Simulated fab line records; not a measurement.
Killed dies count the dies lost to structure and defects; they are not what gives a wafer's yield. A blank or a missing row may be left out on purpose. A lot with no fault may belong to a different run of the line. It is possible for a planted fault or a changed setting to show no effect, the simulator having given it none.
What tool caused it? | flow sky130 | 6 lots, 18 wafers sampled, at 1 step of a route of 708

WHAT THE GAUGES READ, wafer by wafer
SKY_METAL4_CD_MEAS_13: the cd target is 300 nm.
lot  | measured     | on        | cd-nm (nm)
L198 | day 42 09:29 | cd-sem-02 | 301.9 301.9 302.0
L200 | day 43 05:58 | cd-sem-01 | 301.4 300.3 301.2
L203 | day 44 00:44 | cd-sem-01 | 300.3 301.3 300.9
L209 | day 45 01:31 | cd-sem-01 | 300.4 301.8 300.7
L216 | day 47 04:55 | cd-sem-02 | 299.3 299.3 299.5
L220 | day 47 22:58 | cd-sem-01 | 300.3 300.0 300.6

EACH LOT AND THE TOOL THAT RAN IT (in order: tool; ch and the chambers of the sampled wafers; start)
There is no process step in the record ahead of these readings.

THE ANSWER, worked out from the rows above alone
Rule: the usual values come from the lots themselves. Put in order of their means at a reading, lots are off if they are a third of the lots or fewer, leave a main group of 4 or more, and stand apart from it by a gap of 3 or more times the standard deviation of the main group's means; of several such gaps the widest counts. If all means in a main group match to the digits the tables above print for the reading, that group is not used. A lot without any number at a reading at which 4 lots or more have one is off too. Where the step has rows for the other lots, those lots are counted as sound.
None of the lots is off at any reading shown; this tells nothing.

WHAT HAD BEEN PUT IN BY THE SIMULATOR
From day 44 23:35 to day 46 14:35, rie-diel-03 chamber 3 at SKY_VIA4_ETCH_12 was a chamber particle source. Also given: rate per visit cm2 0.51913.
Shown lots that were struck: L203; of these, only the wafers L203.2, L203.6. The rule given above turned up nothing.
